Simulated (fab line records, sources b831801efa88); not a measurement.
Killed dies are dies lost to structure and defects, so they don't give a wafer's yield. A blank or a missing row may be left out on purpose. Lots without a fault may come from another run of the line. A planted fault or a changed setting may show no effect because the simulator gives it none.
fab line records | flow sky130
record lots=24 wafers=72 last_day=50
route steps=708 shown LOCAL_INTERCONNECT@402 METAL1@451 VIA2@519 VIA3@587 METAL4@632 METAL5@663
lots that met no fault: from a run of the same line without faults
start_h: hours from the record's first day to the start of the lot's first wafer shown | wait_h: hours since the lot's step before | " the same as in the row above | L1.1+2: a row that stands for several wafers | - no value, or no start given | * or withheld: withheld | < > ~ a bound
route shown NAME@n: a module of which the file shows steps, and the number in the route of the first | usual: mean/standard deviation of fault-free wafers | same: alike in all rows | chamber/n: place in a boat | sites: the reading at each site | _std_site: their standard deviation | _edge_site: outer sites' mean less inner sites' | radius_mm: how far each site lies from the wafer's centre | mask NAME#n: copy n | behind: the tool/chamber that last shaped the wafer | hold: why the lot was held/for how many hours/how that ended | device: the transistor (n, p or np) that didn't switch | end of line: the same wafers' tests at the end of the route | a step without rows: its recipe alone | killed: dies lost to structure and defects at the first sort, not the wafer's yield | map: a wafer's dies, x killed, . not, _ none there
set.NAME: the setting as run; set.NAME@STEP: as run at that earlier step | model.NAME: the simulator's own value behind a step, which no gauge read
steps of the route over a sample of lots; a table a step, a row a wafer
services: from which hour (start_h, from the record's first day; less than 0 if before it) a tool's chamber was out of use, for how many hours, and why
## steps
# step SKY_LOCAL_INTERCONNECT_STRIP_15
# recipe chemistry=O2/N2 power_w=1400 pressure_mtorr=1500 platen_temp_c=withheld o2_flow_sccm=3000 n2_flow_sccm=300 overash_fraction=0.5
# usual drypump_motor_current_A=5.5/0.31 oes_product_au=0.427/0.0044 strip_time_to_endpoint_s=4.730/0.018
# columns lot.wafer tool chamber start_h wait_h drypump_motor_current_A oes_product_au rf_hours_counter_h strip_time_to_endpoint_s
L074.3 plasma_asher-03 0 701.15 0.1 5.6 0.423 - 4.732
L074.4 " 1 " " 5.7 0.436 - 4.746
L074.5 " 1 " " 5.7 0.425 - 4.733
L075.3 plasma_asher-02 0 714.07 0.1 6.0 0.430 - 4.755
L075.4 " 1 " " 5.4 0.419 - 4.754
L075.6 " 1 " " 5.3 0.430 - 4.763
L076.1 plasma_asher-02 0 734.57 0.0 6.0 0.428 31 4.735
L076.2 " 1 " " 5.3 0.430 31 4.695
L076.3 " 1 " " 5.3 0.422 - 4.719
L077.2 plasma_asher-03 0 744.02 0.0 5.6 0.425 61 4.755
L077.4 " 1 " " 5.7 0.423 - 4.745
L077.5 " 0 " " 5.6 0.421 - 4.744
L079.4 plasma_asher-04 0 748.52 0.1 5.1 0.422 - 4.713
L079.5 " 1 " " 5.4 0.427 - 4.726
L079.6 " 0 " " 5.1 0.425 - 4.718
L078.2 plasma_asher-02 0 755.23 0.0 6.0 0.424 32 4.716
L078.3 " 1 " " 5.4 0.422 - 4.723
L078.4 " 0 " " 6.0 0.429 - 4.706
L080.2 plasma_asher-04 0 760.68 0.0 5.1 0.425 2 4.703
L080.5 " 1 " " 5.4 0.422 - 4.746
L080.6 " 0 " " 5.1 0.435 - 4.752
L081.2 plasma_asher-04 0 773.46 0.0 5.1 0.423 3 4.731
L081.4 " 0 " " 5.1 0.417 - 4.702
L081.6 " 1 " " 5.4 0.428 - 4.744
L082.3 plasma_asher-02 0 775.37 0.1 6.0 0.424 - 4.718
L082.5 " 0 " " 6.0 0.419 - 4.738
L082.6 " 1 " " 5.3 0.432 - 4.750
L083.3 plasma_asher-02 0 778.57 0.1 6.0 0.424 - 4.700
L083.5 " 1 " " 5.3 0.430 - 4.699
L083.6 " 0 " " 6.0 0.420 - 4.715
L084.1 plasma_asher-02 0 787.83 0.0 6.0 0.426 36 4.740
L084.4 " 1 " " 5.3 0.432 - 4.745
L084.6 " 1 " " 5.3 0.418 - 4.755
L085.2 plasma_asher-04 1 797.17 0.0 5.4 0.427 6 4.731
L085.3 " 0 " " 5.1 0.426 - 4.751
L085.6 " 1 " " 5.4 0.425 - 4.731
L086.3 plasma_asher-03 1 804.50 0.1 5.7 0.421 - 4.725
L086.5 " 1 " " 5.7 0.429 - 4.744
L086.6 " 0 " " 5.6 0.437 - 4.742
L087.2 plasma_asher-03 0 812.43 0.0 5.6 0.431 68 4.757
L087.3 " 1 " " 5.7 0.432 - 4.735
L087.6 " 1 " " 5.7 0.427 - 4.725
L089.3 plasma_asher-04 0 823.50 0.1 5.1 0.431 - 4.714
L089.5 " 0 " " 5.1 0.423 - 4.713
L089.6 " 1 " " 5.3 0.428 - 4.731
L088.1 plasma_asher-03 0 823.78 0.0 5.6 0.423 69 4.743
L088.2 " 1 " " 5.7 0.423 69 4.749
L088.6 " 0 " " 5.6 0.426 - 4.744
L090.1 plasma_asher-04 1 835.37 0.0 5.4 0.429 9 4.739
L090.3 " 0 " " 5.1 0.436 - 4.715
L090.5 " 0 " " 5.1 0.424 - 4.711
L091.1 plasma_asher-02 0 841.62 0.0 6.0 0.424 41 4.698
L091.2 " 1 " " 5.3 0.431 41 4.741
L091.6 " 1 " " 5.3 0.437 - 4.740
L092.1 plasma_asher-02 1 845.47 0.0 5.3 0.425 41 4.749
L092.4 " 0 " " 6.0 0.422 - 4.748
L092.6 " 0 " " 6.1 0.435 - 4.744
L093.2 plasma_asher-04 1 853.18 0.0 5.4 0.426 11 4.722
L093.4 " 0 " " 5.1 0.426 - 4.718
L093.6 " 1 " " 5.4 0.428 - 4.720
L094.2 plasma_asher-03 1 860.97 0.0 5.7 0.425 73 4.732
L094.5 " 0 " " 5.6 0.431 - 4.712
L094.6 " 1 " " 5.7 0.426 - 4.735
L095.2 plasma_asher-04 0 862.83 0.0 5.1 0.431 12 4.724
L095.5 " 1 " " 5.4 0.430 - 4.742
L095.6 " 0 " " 5.1 0.434 - 4.747
L096.1 plasma_asher-04 0 872.07 0.0 5.1 0.429 13 4.726
L096.2 " 1 " " 5.4 0.429 13 4.753
L096.6 " 1 " " 5.4 0.425 - 4.727
L097.1 plasma_asher-04 0 881.63 0.0 5.1 0.428 14 4.717
L097.5 " 0 " " 5.1 0.439 - 4.703
L097.6 " 1 " " 5.3 0.422 - 4.700
# step SKY_METAL1_DESCUM_17
# recipe chemistry=O2 source_power_w=150 bias_power_w=0 pressure_mtorr=10 temp_c=40 time_s=8
# usual drypump_motor_current_A=5.8/0.53 oes_product_au=0.996/0.0086
# same time_s=8
# columns lot.wafer tool chamber start_h wait_h drypump_motor_current_A oes_product_au rf_hours_counter_h
L074.3 rie_metal-02 0 758.61 0.0 5.8 1.000 -
L074.4 " 0 " " 5.7 1.003 -
L074.5 " 0 " " 5.7 1.001 -
L075.3 rie_metal-01 0 773.17 0.0 6.2 1.004 -
L075.4 " 1 " " 6.5 0.991 -
L075.6 " 1 " " 6.6 0.985 -
L076.1 rie_metal-02 0 791.39 0.0 5.8 0.998 7
L076.2 " 0 " " 5.7 0.995 -
L076.3 " 0 " " 5.8 0.996 -
L077.2 rie_metal-02 0 801.30 0.0 5.8 1.009 -
L077.4 " 0 " " 5.7 0.992 -
L077.5 " 0 " " 5.8 1.006 -
L079.4 rie_metal-03 0 805.32 0.0 5.4 1.025 -
L079.5 " 0 " " 5.4 1.009 -
L079.6 " 1 " " 5.1 0.985 -
L078.2 rie_metal-01 1 811.97 0.0 6.5 0.994 13
L078.3 " 0 " " 6.2 1.004 -
L078.4 " 1 " " 6.5 1.002 -
L080.2 rie_metal-01 0 816.96 0.0 6.2 0.999 11
L080.5 " 0 " " 6.2 1.004 -
L080.6 " 1 " " 6.5 0.994 -
L081.2 rie_metal-03 1 829.42 0.0 5.1 0.982 9
L081.4 " 0 " " 5.4 1.004 -
L081.6 " 1 " " 5.1 0.985 -
L082.3 rie_metal-02 0 831.16 0.0 5.7 0.988 -
L082.5 " 0 " " 5.8 0.991 -
L082.6 " 0 " " 5.8 1.007 -
L083.3 rie_metal-01 1 832.47 0.0 6.5 0.992 -
L083.5 " 0 " " 6.2 0.985 -
L083.6 " 1 " " 6.6 0.996 -
L084.1 rie_metal-02 0 842.44 0.0 5.8 0.996 11
L084.4 " 0 " " 5.8 0.994 -
L084.6 " 0 " " 5.8 0.998 -
L085.2 rie_metal-03 0 852.72 0.0 5.4 1.022 13
L085.3 " 1 " " 5.1 0.998 -
L085.6 " 0 " " 5.4 1.009 -
L086.3 rie_metal-02 0 859.02 0.0 5.8 1.003 -
L086.5 " 1 " " 4.9 0.991 -
L086.6 " 0 " " 5.8 0.991 -
L087.2 rie_metal-01 1 868.52 0.0 6.5 0.992 15
L087.3 " 0 " " 6.2 1.006 -
L087.6 " 0 " " 6.2 0.993 -
L089.3 rie_metal-01 1 878.62 0.0 6.6 1.001 -
L089.5 " 0 " " 6.2 0.987 -
L089.6 " 1 " " 6.5 0.983 -
L088.1 rie_metal-02 0 879.26 0.0 5.8 0.999 12
L088.2 " 1 " " 4.9 0.994 1
L088.6 " 0 " " 5.8 1.002 -
L090.1 rie_metal-02 0 889.72 0.0 5.7 1.000 13
L090.3 " 1 " " 4.9 0.994 -
L090.5 " 0 " " 5.7 1.002 -
L091.1 rie_metal-02 1 896.89 0.0 4.9 1.001 2
L091.2 " 0 " " 5.8 1.007 13
L091.6 " 0 " " 5.8 0.994 -
L092.1 rie_metal-02 1 899.71 0.0 4.9 0.991 2
L092.4 " 1 " " 4.9 0.994 -
L092.6 " 1 " " 4.9 0.987 -
L093.2 rie_metal-01 1 907.84 0.0 6.5 0.978 16
L093.4 " 0 " " 6.2 0.999 -
L093.6 " 0 " " 6.2 0.994 -
L094.2 rie_metal-01 1 915.86 0.0 6.5 0.991 16
L094.5 " 0 " " 6.2 0.993 -
L094.6 " 1 " " 6.5 0.995 -
L095.2 rie_metal-01 1 917.22 0.0 6.5 0.987 16
L095.5 " 0 " " 6.2 0.996 -
L095.6 " 1 " " 6.6 0.988 -
L096.1 rie_metal-03 1 925.12 0.0 5.1 0.996 13
L096.2 " 0 " " 5.4 1.018 17
L096.6 " 1 " " 5.1 0.987 -
L097.1 rie_metal-01 0 934.79 0.0 6.2 0.985 15
L097.5 " 1 " " 6.5 0.981 -
L097.6 " 0 " " 6.2 0.989 -
# step SKY_VIA2_CD_MEAS_12
# recipe target_cd_nm=200
# usual cd_nm=200.2/1.4
# columns lot.wafer tool chamber start_h wait_h cd_nm
L074.3 cd_sem-02 - 841.74 - 199.6
L074.4 " - " " 199.5
L074.5 " - " " 200.1
L075.3 cd_sem-01 - 856.04 - 199.6
L075.4 " - " " 199.3
L075.6 " - " " 199.0
L076.1 cd_sem-02 - 874.48 - 200.0
L076.2 " - " " 200.9
L076.3 " - " " 200.0
L077.2 cd_sem-01 - 882.92 - 196.6
L077.4 " - " " 198.0
L077.5 " - " " 198.4
L079.4 cd_sem-02 - 887.46 - 200.8
L079.5 " - " " 200.6
L079.6 " - " " 199.4
L078.2 cd_sem-01 - 894.52 - 201.3
L078.3 " - " " 201.1
L078.4 " - " " 201.0
L080.2 cd_sem-01 - 898.50 - 198.9
L080.5 " - " " 197.9
L080.6 " - " " 198.5
L081.2 cd_sem-02 - 911.42 - 201.0
L081.4 " - " " 200.5
L081.6 " - " " 201.6
L082.3 cd_sem-01 - 911.77 - 199.7
L082.5 " - " " 199.9
L082.6 " - " " 200.2
L083.3 cd_sem-01 - 913.22 - 199.4
L083.5 " - " " 198.3
L083.6 " - " " 198.3
L084.1 cd_sem-01 - 923.75 - 198.8
L084.4 " - " " 199.3
L084.6 " - " " 199.8
L085.2 cd_sem-01 - 933.92 - 200.9
L085.3 " - " " 200.7
L085.6 " - " " 200.7
L086.3 cd_sem-02 - 939.34 - 200.4
L086.5 " - " " 201.2
L086.6 " - " " 199.1
L087.2 cd_sem-01 - 948.07 - 199.0
L087.3 " - " " 199.4
L087.6 " - " " 200.0
L089.3 cd_sem-01 - 956.02 - 200.0
L089.5 " - " " 199.5
L089.6 " - " " 200.9
L088.1 cd_sem-02 - 959.00 - 201.2
L088.2 " - " " 200.1
L088.6 " - " " 201.2
L090.1 cd_sem-01 - 968.23 - 201.8
L090.3 " - " " 201.4
L090.5 " - " " 201.3
L091.1 cd_sem-01 - 975.23 - 201.8
L091.2 " - " " 204.1
L091.6 " - " " 203.9
L092.1 cd_sem-02 - 978.08 - 202.0
L092.4 " - " " 202.2
L092.6 " - " " 201.0
L093.2 cd_sem-01 - 985.32 - 201.2
L093.4 " - " " 201.7
L093.6 " - " " 200.8
L094.2 cd_sem-01 - 995.35 - 198.2
L094.5 " - " " 198.6
L094.6 " - " " 198.1
L095.2 cd_sem-01 - 995.67 - 199.3
L095.5 " - " " 198.8
L095.6 " - " " 199.3
L096.1 cd_sem-01 - 1001.18 - 199.1
L096.2 " - " " 200.0
L096.6 " - " " 199.8
L097.1 cd_sem-01 - 1011.25 - 200.4
L097.5 " - " " 200.2
L097.6 " - " " 199.9
# step SKY_VIA3_ETCH_14
# recipe chemistry=N2/H2 target=BARC ion_energy_ev=200 source_w=500 bias_w=100 pressure_mtorr=30 n2_flow_sccm=100 h2_flow_sccm=200 stop_on=SiO2 time_s=45.9 target_depth_a=600
# usual drypump_motor_current_A=5.7/0.47 oes_product_au=0.854/0.0048 throttle_valve_pct=13.226/0.0089
# same time_s=45.9
# columns lot.wafer tool chamber start_h wait_h drypump_motor_current_A oes_product_au rf_hours_counter_h throttle_valve_pct
L074.3 rie_diel-04 2 921.26 0.0 5.1 0.851 1 13.216
L074.4 " 3 " " 6.0 0.852 - 13.211
L074.5 " 2 " " 5.1 0.846 - 13.222
L075.3 rie_diel-03 3 935.47 0.0 6.0 0.864 24 13.236
L075.4 " 0 " " 6.2 0.855 - 13.235
L075.6 " 3 " " 6.0 0.851 - 13.216
L076.1 rie_diel-03 2 953.66 0.0 6.2 0.853 1 13.221
L076.2 " 0 " " 6.2 0.847 23 13.235
L076.3 " 3 " " 6.0 0.857 24 13.233
L077.2 rie_diel-02 0 960.82 0.0 5.4 0.850 11 13.230
L077.4 " 0 " " 5.4 0.858 - 13.218
L077.5 " 1 " " 5.0 0.853 - 13.220
L079.4 rie_diel-03 0 965.83 0.0 6.2 0.857 - 13.226
L079.5 " 2 " " 6.2 0.849 - 13.218
L079.6 " 3 " " 6.0 0.857 - 13.244
L078.2 rie_diel-04 1 972.01 0.0 5.8 0.854 19 13.227
L078.3 " 0 " " 5.1 0.851 14 13.228
L078.4 " 2 " " 5.1 0.856 3 13.233
L080.2 rie_diel-03 2 976.57 0.0 6.2 0.850 2 13.224
L080.5 " 3 " " 6.0 0.861 - 13.221
L080.6 " 0 " " 6.2 0.861 - 13.214
L081.2 rie_diel-03 1 988.27 0.0 5.6 0.851 21 13.230
L081.4 " 0 " " 6.2 0.859 24 13.223
L081.6 " 2 " " 6.2 0.857 - 13.223
L082.3 rie_diel-02 2 989.21 0.0 5.9 0.849 4 13.223
L082.5 " 0 " " 5.4 0.850 - 13.230
L082.6 " 3 " " 5.0 0.852 - 13.224
L083.3 rie_diel-02 1 990.77 0.0 5.0 0.859 5 13.230
L083.5 " 1 " " 5.0 0.854 - 13.226
L083.6 " 2 " " 5.9 0.851 - 13.239
L084.1 rie_diel-03 0 1000.77 0.0 6.2 0.853 25 13.242
L084.4 " 0 " " 6.2 0.850 - 13.225
L084.6 " 3 " " 6.0 0.847 - 13.207
L085.2 rie_diel-03 3 1009.72 0.0 6.0 0.853 26 13.250
L085.3 " 1 " " 5.6 0.847 22 13.215
L085.6 " 0 " " 6.2 0.863 - 13.233
L086.3 rie_diel-02 2 1015.52 0.0 6.0 0.847 5 13.224
L086.5 " 1 " " 5.0 0.858 - 13.225
L086.6 " 0 " " 5.4 0.848 - 13.218
L087.2 rie_diel-02 1 1023.21 0.0 5.0 0.860 6 13.233
L087.3 " 2 " " 5.9 0.848 5 13.224
L087.6 " 0 " " 5.4 0.862 - 13.248
L089.3 rie_diel-03 2 1029.66 0.0 6.2 0.852 4 13.229
L089.5 " 3 " " 6.0 0.852 - 13.232
L089.6 " 0 " " 6.2 0.854 - 13.225
L088.1 rie_diel-02 2 1032.92 0.0 6.0 0.860 5 13.240
L088.2 " 3 " " 5.0 0.851 9 13.229
L088.6 " 0 " " 5.4 0.855 - 13.224
L090.1 rie_diel-03 1 1041.66 0.0 5.6 0.857 22 13.232
L090.3 " 2 " " 6.2 0.854 4 13.228
L090.5 " 2 " " 6.2 0.856 - 13.225
L091.1 rie_diel-03 0 1047.37 0.0 6.2 0.858 27 13.235
L091.2 " 1 " " 5.6 0.857 23 13.218
L091.6 " 0 " " 6.2 0.854 - 13.219
L092.1 rie_diel-04 2 1050.61 0.0 5.1 0.856 6 13.208
L092.4 " 1 " " 5.8 0.862 22 13.226
L092.6 " 0 " " 5.1 0.858 - 13.210
L093.2 rie_diel-03 1 1058.22 0.0 5.6 0.850 23 13.238
L093.4 " 0 " " 6.2 0.845 27 13.220
L093.6 " 2 " " 6.2 0.857 - 13.226
L094.2 rie_diel-02 2 1067.17 0.0 6.0 0.849 6 13.229
L094.5 " 1 " " 5.0 0.863 - 13.233
L094.6 " 0 " " 5.4 0.856 - 13.236
L095.2 rie_diel-03 1 1067.41 0.0 5.6 0.862 23 13.218
L095.5 " 0 " " 6.2 0.846 - 13.220
L095.6 " 1 " " 5.6 0.853 - 13.207
L096.1 rie_diel-02 1 1071.07 0.0 5.0 0.847 8 13.231
L096.2 " 2 " " 6.0 0.856 6 13.224
L096.6 " 2 " " 6.0 0.855 - 13.215
L097.1 rie_diel-04 3 1080.31 0.0 6.0 0.847 26 13.212
L097.5 " 1 " " 5.8 0.857 - 13.230
L097.6 " 0 " " 5.1 0.855 - 13.234
# step SKY_METAL4_ETCH_16
# recipe chemistry=N2/H2 target=BARC ion_energy_ev=200 bias_w=100 pressure_mtorr=30 n2_flow_sccm=100 h2_flow_sccm=200 icp_w=500 stop_on=SiO2 time_s=88.2 target_depth_a=600
# usual drypump_motor_current_A=5.5/0.4 oes_product_au=0.626/0.0044 throttle_valve_pct=13.205/0.0093
# same time_s=88.2
# columns lot.wafer tool chamber start_h wait_h drypump_motor_current_A oes_product_au rf_hours_counter_h throttle_valve_pct
L074.3 rie_metal-04 0 971.85 0.0 6.0 0.623 - 13.210
L074.4 " 1 " " 5.8 0.628 - 13.217
L074.5 " 1 " " 5.8 0.626 - 13.223
L075.3 rie_metal-02 0 986.04 0.0 5.7 0.630 - 13.207
L075.4 " 1 " " 4.9 0.629 - 13.205
L075.6 " 0 " " 5.8 0.632 - 13.205
L076.1 rie_metal-04 1 1003.22 0.0 5.9 0.629 12 13.188
L076.2 " 0 " " 6.0 0.627 9 13.207
L076.3 " 1 " " 5.8 0.628 - 13.206
L077.2 rie_metal-03 0 1011.14 0.0 5.4 0.633 21 13.208
L077.4 " 0 " " 5.4 0.627 - 13.205
L077.5 " 1 " " 5.1 0.625 - 13.211
L079.4 rie_metal-04 1 1015.32 0.0 5.8 0.633 - 13.202
L079.5 " 0 " " 6.0 0.632 - 13.205
L079.6 " 1 " " 5.8 0.618 - 13.200
L078.2 rie_metal-04 1 1021.07 0.0 5.8 0.628 13 13.188
L078.3 " 0 " " 6.0 0.623 - 13.214
L078.4 " 1 " " 5.8 0.628 - 13.195
L080.2 rie_metal-02 0 1025.41 0.0 5.8 0.626 18 13.207
L080.5 " 0 " " 5.8 0.630 - 13.190
L080.6 " 1 " " 4.9 0.631 - 13.203
L081.2 rie_metal-03 1 1036.82 0.0 5.1 0.628 19 13.207
L081.4 " 0 " " 5.4 0.626 - 13.207
L081.6 " 1 " " 5.1 0.620 - 13.205
L082.3 rie_metal-02 0 1037.37 0.0 5.8 0.626 - 13.213
L082.5 " 1 " " 4.9 0.623 - 13.206
L082.6 " 0 " " 5.7 0.621 - 13.196
L083.3 rie_metal-02 1 1039.32 0.0 4.9 0.626 - 13.195
L083.5 " 1 " " 4.9 0.624 - 13.199
L083.6 " 0 " " 5.8 0.633 - 13.192
L084.1 rie_metal-04 0 1047.97 0.0 6.0 0.626 12 13.206
L084.4 " 0 " " 6.0 0.628 - 13.208
L084.6 " 0 " " 6.0 0.627 - 13.208
L085.2 rie_metal-03 1 1056.89 0.0 5.1 0.621 20 13.216
L085.3 " 1 " " 5.1 0.622 - 13.204
L085.6 " 1 " " 5.1 0.623 - 13.211
L086.3 rie_metal-03 0 1062.27 0.0 5.5 0.623 - 13.205
L086.5 " 0 " " 5.4 0.638 - 13.218
L086.6 " 1 " " 5.1 0.627 - 13.209
L087.2 rie_metal-04 1 1069.30 0.0 5.8 0.624 16 13.214
L087.3 " 1 " " 5.8 0.623 - 13.203
L087.6 " 0 " " 6.0 0.625 - 13.187
L089.3 rie_metal-03 1 1075.49 0.1 5.1 0.633 - 13.209
L089.5 " 1 " " 5.1 0.624 - 13.192
L089.6 " 1 " " 5.1 0.629 - 13.199
L088.1 rie_metal-04 0 1078.59 0.0 6.0 0.627 14 13.190
L088.2 " 1 " " 5.8 0.630 17 13.210
L088.6 " 0 " " 6.0 0.636 - 13.212
L090.1 rie_metal-02 0 1086.59 0.0 5.8 0.630 22 13.195
L090.3 " 1 " " 4.9 0.625 - 13.216
L090.5 " 0 " " 5.8 0.630 - 13.218
L091.1 rie_metal-02 1 1091.97 0.0 4.9 0.618 14 13.196
L091.2 " 0 " " 5.8 0.623 22 13.209
L091.6 " 1 " " 4.9 0.634 - 13.197
L092.1 rie_metal-04 1 1095.19 0.0 5.8 0.630 18 13.199
L092.4 " 0 " " 6.0 0.633 - 13.204
L092.6 " 0 " " 6.0 0.628 - 13.202
L093.2 rie_metal-03 0 1102.39 0.0 5.4 0.625 1 13.193
L093.4 " 0 " " 5.4 0.629 - 13.210
L093.6 " 0 " " 5.4 0.624 - 13.190
L094.2 rie_metal-02 0 1111.27 0.0 5.8 0.627 23 13.193
L094.5 " 1 " " 4.9 0.628 - 13.210
L094.6 " 0 " " 5.7 0.633 - 13.203
L095.2 rie_metal-03 1 1111.50 0.0 5.1 0.632 26 13.195
L095.5 " 1 " " 5.1 0.627 - 13.228
L095.6 " 0 " " 5.4 0.632 - 13.206
L096.1 rie_metal-02 1 1114.85 0.0 4.9 0.628 15 13.183
L096.2 " 0 " " 5.8 0.621 24 13.203
L096.6 " 0 " " 5.8 0.626 - 13.215
L097.1 rie_metal-03 1 1122.94 0.0 5.1 0.627 27 13.202
L097.5 " 1 " " 5.1 0.622 - 13.211
L097.6 " 0 " " 5.4 0.628 - 13.218
# step SKY_METAL5_SPUTTER_02
# recipe material=AlCu target_thk_nm=1150 power_w=10600 time_s=61.2 chamber_pressure_pa=0.4
# usual throttle_valve_pct=30.4/0.86
# same time_s=61.2
# columns lot.wafer tool chamber start_h wait_h throttle_valve_pct
L074.3 pvd_sputter-02 - 998.10 0.0 31.3
L074.4 " - " " 29.5
L074.5 " - " " 30.4
L075.3 pvd_sputter-02 - 1012.21 0.0 30.0
L075.4 " - " " 30.2
L075.6 " - " " 31.0
L076.1 pvd_sputter-03 - 1028.44 0.0 27.5
L076.2 " - " " 30.6
L076.3 " - " " 29.2
L077.2 pvd_sputter-02 - 1036.74 0.0 29.5
L077.4 " - " " 31.1
L077.5 " - " " 30.7
L079.4 pvd_sputter-02 - 1040.62 0.0 29.7
L079.5 " - " " 31.1
L079.6 " - " " 30.5
L078.2 pvd_sputter-03 - 1046.51 0.0 29.5
L078.3 " - " " 27.7
L078.4 " - " " 29.2
L080.2 pvd_sputter-04 - 1050.39 0.0 30.7
L080.5 " - " " 30.5
L080.6 " - " " 29.8
L081.2 pvd_sputter-02 - 1061.86 0.0 29.6
L081.4 " - " " 31.3
L081.6 " - " " 29.8
L082.3 pvd_sputter-04 - 1062.16 0.0 30.5
L082.5 " - " " 31.4
L082.6 " - " " 30.3
L083.3 pvd_sputter-03 - 1064.15 0.0 29.6
L083.5 " - " " 30.7
L083.6 " - " " 29.4
L084.1 pvd_sputter-04 - 1072.04 0.0 29.4
L084.4 " - " " 31.3
L084.6 " - " " 30.3
L085.2 pvd_sputter-02 - 1080.47 0.0 31.3
L085.3 " - " " 30.8
L085.6 " - " " 30.3
L086.3 pvd_sputter-04 - 1086.46 0.0 31.5
L086.5 " - " " 30.5
L086.6 " - " " 31.9
L087.2 pvd_sputter-02 - 1092.65 0.0 29.6
L087.3 " - " " 30.4
L087.6 " - " " 31.0
L089.3 pvd_sputter-02 - 1098.53 0.0 31.2
L089.5 " - " " 29.9
L089.6 " - " " 30.4
L088.1 pvd_sputter-02 - 1103.59 0.0 30.4
L088.2 " - " " 30.8
L088.6 " - " " 31.1
L090.1 pvd_sputter-04 - 1110.04 0.0 30.4
L090.3 " - " " 30.5
L090.5 " - " " 30.4
L091.1 pvd_sputter-03 - 1115.94 0.0 30.9
L091.2 " - " " 29.4
L091.6 " - " " 29.0
L092.1 pvd_sputter-02 - 1118.01 0.0 29.6
L092.4 " - " " 30.9
L092.6 " - " " 31.1
L093.2 pvd_sputter-02 - 1125.42 0.0 31.1
L093.4 " - " " 30.5
L093.6 " - " " 31.1
L094.2 pvd_sputter-04 - 1133.77 0.0 30.5
L094.5 " - " " 30.8
L094.6 " - " " 31.5
L095.2 pvd_sputter-02 - 1134.36 0.0 30.8
L095.5 " - " " 30.5
L095.6 " - " " 31.1
L096.1 pvd_sputter-02 - 1137.34 0.0 31.1
L096.2 " - " " 30.7
L096.6 " - " " 31.0
L097.1 pvd_sputter-02 - 1144.84 0.0 31.1
L097.5 " - " " 30.6
L097.6 " - " " 29.4
## services
# columns tool chamber start_h hours kind
rie_diel-03 0 681.97 13.1 repair
rie_diel-02 1 682.16 4.2 repair
rie_metal-02 1 683.28 152.9 repair
rie_diel-03 2 687.04 10.8 repair
rie_diel-02 0 705.45 3.9 repair
rie_diel-03 0 710.31 1.4 repair
rie_diel-02 2 722.81 6.1 repair
rie_diel-02 - 727.16 0.4 repair
plasma_asher-04 - 733.75 9.0 pm
rie_diel-02 - 739.14 3.0 repair
rie_metal-02 0 767.60 19.3 repair
rie_metal-01 - 887.68 2.8 pm
rie_metal-02 0 932.27 21.6 repair
rie_diel-03 1 934.43 5.6 repair
rie_diel-03 1 946.88 22.3 repair
pvd_sputter-02 - 955.71 0.5 repair
rie_diel-03 1 997.97 8.1 repair
rie_metal-02 0 999.49 4.3 repair
rie_diel-03 1 1017.95 19.2 repair
rie_diel-03 1 1061.34 5.9 repair
rie_diel-03 3 1082.42 4.8 repair
rie_diel-03 - 1093.95 0.9 repair
plasma_asher-04 - 1111.99 3.7 repair
plasma_asher-04 - 1131.85 0.3 repair
## key
fault none
